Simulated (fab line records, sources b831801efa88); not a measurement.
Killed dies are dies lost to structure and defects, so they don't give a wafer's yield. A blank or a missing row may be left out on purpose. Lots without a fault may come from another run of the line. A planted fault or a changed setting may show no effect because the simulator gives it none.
Which tool did it? | flow sky130 | 11 lots, 33 wafers sampled, at 5 steps of a route of 708

WHAT THE GAUGES READ, wafer by wafer
SKY_VIA1_RS_MEAS_22: measures by four-point-probe. Usual: VIA1_W_RS 0.422 ohm/sq, standard deviation 0.0058.
lot  | measured     | on            | VIA1_W_RS (ohm/sq) | flag
L742 | day 34 07:26 | film_metro-01 | 0.412 0.423 0.415  |
L746 | day 35 04:07 | film_metro-04 | 0.432 0.420 0.429  |
L748 | day 35 15:28 | film_metro-01 | 0.419 0.425 0.418  |
L753 | day 37 08:28 | film_metro-01 | 0.418 0.423 0.423  |
L754 | day 37 13:12 | film_metro-01 | 0.417 0.412 0.415  |
L758 | day 39 08:07 | film_metro-01 | 0.434 0.429 0.428  |
L761 | day 39 19:38 | film_metro-02 | 0.420 0.429 0.419  |
L762 | day 39 22:43 | film_metro-04 | 0.420 0.423 0.432  |
L763 | day 41 01:43 | film_metro-04 | 0.412 0.413 0.422  |
L765 | day 41 02:16 | film_metro-02 | 0.423 0.423 0.421  |
L764 | day 41 09:13 | film_metro-02 | 0.417 0.431 0.420  |

SKY_METAL2_OVL_MEAS_16. Usual: METAL2_OVL 2 nm, standard deviation 4.9.
lot  | measured     | on         | METAL2_OVL (nm) | flag
L742 | day 35 10:02 | overlay-01 | -9 -8 -4        |
L746 | day 36 06:28 | overlay-01 | 5 -7 4          |
L748 | day 36 18:15 | overlay-02 | -4 6 -1         |
L753 | day 38 10:02 | overlay-02 | 3 3 6           |
L754 | day 38 15:16 | overlay-01 | 9 7 7           |
L758 | day 40 09:07 | overlay-01 | 0 -3 -3         |
L761 | day 40 20:38 | overlay-01 | -4 0 -3         |
L762 | day 41 00:10 | overlay-01 | 9 5 8           |
L763 | day 42 02:14 | overlay-01 | 4 2 3           |
L765 | day 42 02:43 | overlay-02 | -4 0 -1         |
L764 | day 42 09:42 | overlay-01 | 3 -4 3          |

SKY_VIA2_THK_MEAS_01. Usual: VIA2_HDPCVD_THK 1152 nm, standard deviation 9.3.
lot  | measured     | on            | VIA2_HDPCVD_THK (nm) | flag
L742 | day 35 10:59 | film_metro-02 | 1149 1156 1153       |
L746 | day 36 07:25 | film_metro-03 | 1156 1150 1160       |
L748 | day 36 19:12 | film_metro-03 | 1167 1153 1159       |
L753 | day 38 10:59 | film_metro-01 | 1143 1719 1159       | OFF
L754 | day 38 16:13 | film_metro-02 | 1165 1737 1157       | OFF
L758 | day 40 10:02 | film_metro-01 | 1150 1141 1156       |
L761 | day 40 21:57 | film_metro-02 | 1133 1139 1138       |
L762 | day 41 01:42 | film_metro-03 | 1149 1151 1161       |
L763 | day 42 03:12 | film_metro-02 | 1156 1152 1158       |
L765 | day 42 03:41 | film_metro-03 | 1141 1157 1139       |
L764 | day 42 10:41 | film_metro-02 | 1143 1156 1147       |

WHICH TOOL RAN EACH LOT (tool, then ch and the chambers of the sampled wafers, then the start)
lot  | SKY_METAL2_STRIP_20                  | SKY_VIA2_HDPCVD_00
L742 | plasma_asher-02 ch 0,1, day 35 10:16 | hdpcvd-02 ch 0,1,2, day 35 10:54
L746 | plasma_asher-03 ch 0,1, day 36 06:41 | hdpcvd-01 ch 0,1,2, day 36 07:17
L748 | plasma_asher-04 ch 0,1, day 36 18:29 | hdpcvd-01 ch 0,1,2, day 36 19:03
L753 | plasma_asher-04 ch 0,1, day 38 10:16 | hdpcvd-01 ch 0,2, day 38 10:52
L754 | plasma_asher-03 ch 0,1, day 38 15:29 | hdpcvd-01 ch 0,1,2, day 38 16:04
L758 | plasma_asher-03 ch 0,1, day 40 09:20 | hdpcvd-02 ch 0,1, day 40 09:55
L761 | plasma_asher-02 ch 0, day 40 20:52   | hdpcvd-02 ch 1,2, day 40 21:49
L762 | plasma_asher-04 ch 0,1, day 41 00:23 | hdpcvd-02 ch 1,2, day 41 01:34
L763 | plasma_asher-02 ch 0,1, day 42 02:27 | hdpcvd-01 ch 1,2, day 42 03:04
L765 | plasma_asher-02 ch 0,1, day 42 02:56 | hdpcvd-01 ch 1,2, day 42 03:34
L764 | plasma_asher-04 ch 0,1, day 42 09:56 | hdpcvd-01 ch 0,2, day 42 10:32
- SKY_METAL2_STRIP_20: strips in O2/N2.
- SKY_VIA2_HDPCVD_00: deposits SiO2, target thk 1180 nm, time 192.2 s.

WHAT THE TOOLS THEMSELVES READ (means of the sampled wafers that have a number; where no wafer has one, the mark that the record gives instead)
SKY_METAL2_STRIP_20. Usual: drypump_motor_current_A 5.9 A, standard deviation 0.52; oes_product_au 0.343 a.u., standard deviation 0.0049; strip_time_to_endpoint_s 2.69 s, standard deviation 0.03.
lot  | tool            | drypump_motor_current_A (A) | oes_product_au (a.u.) | strip_time_to_endpoint_s (s) | flag
L742 | plasma_asher-02 | 5.8                         | 0.344                 | 2.70                         |
L746 | plasma_asher-03 | 5.8                         | 0.337                 | 2.69                         |
L748 | plasma_asher-04 | 5.5                         | 0.342                 | 2.67                         |
L753 | plasma_asher-04 | 5.4                         | 0.340                 | 2.68                         |
L754 | plasma_asher-03 | 5.8                         | 0.342                 | 2.69                         |
L758 | plasma_asher-03 | 6.2                         | 0.345                 | 2.72                         |
L761 | plasma_asher-02 | 5.4                         | 0.351                 | 2.72                         |
L762 | plasma_asher-04 | 5.8                         | 0.341                 | 2.71                         |
L763 | plasma_asher-02 | 5.8                         | 0.342                 | 2.69                         |
L765 | plasma_asher-02 | 6.1                         | 0.342                 | 2.70                         |
L764 | plasma_asher-04 | 5.5                         | 0.345                 | 2.73                         |

SKY_VIA2_HDPCVD_00. Usual: pressure_mtorr 6.000 mTorr, standard deviation 0.011; sih4_flow_sccm 59.98 sccm, standard deviation 0.19.
lot  | tool      | pressure_mtorr (mTorr) | sih4_flow_sccm (sccm) | flag
L742 | hdpcvd-02 | 5.997                  | 59.99                 |
L746 | hdpcvd-01 | 6.003                  | 59.94                 |
L748 | hdpcvd-01 | 5.996                  | 59.84                 |
L753 | hdpcvd-01 | 5.996                  | 70.07                 | OFF
L754 | hdpcvd-01 | 5.987                  | 70.13                 | OFF
L758 | hdpcvd-02 | 5.998                  | 60.17                 |
L761 | hdpcvd-02 | 6.001                  | 59.93                 |
L762 | hdpcvd-02 | 6.005                  | 59.96                 |
L763 | hdpcvd-01 | 5.998                  | 59.87                 |
L765 | hdpcvd-01 | 6.005                  | 59.95                 |
L764 | hdpcvd-01 | 5.985                  | 60.18                 |

THE ANSWER, worked out from the rows above alone
Rule: a lot is off if the mean of its wafers that have a number lies more than 3 standard deviations from the usual mean. A lot without any number at a reading at which 4 lots or more have one is off too. The other lots that the step has rows for count as sound. The gauges are gone through in route order, then the tools' own readings, and for those a lot's mean is taken as printed above. The first step at which some lot is off is used, and at that step the reading that is off furthest; a lot without a number counts as furthest.
Off: L753, L754, at SKY_VIA2_THK_MEAS_01 (VIA2_HDPCVD_THK).
A tool fits if, at a process step before that reading, it ran every lot that is off, and no sound lot after the first of them. The gauges at SKY_VIA2_THK_MEAS_01 aren't tried: what is off there is off at SKY_VIA2_HDPCVD_00 too, on other tools, and a gauge's error can't cause that. None of those tried fits.

WHAT THE SIMULATOR HAD PUT IN
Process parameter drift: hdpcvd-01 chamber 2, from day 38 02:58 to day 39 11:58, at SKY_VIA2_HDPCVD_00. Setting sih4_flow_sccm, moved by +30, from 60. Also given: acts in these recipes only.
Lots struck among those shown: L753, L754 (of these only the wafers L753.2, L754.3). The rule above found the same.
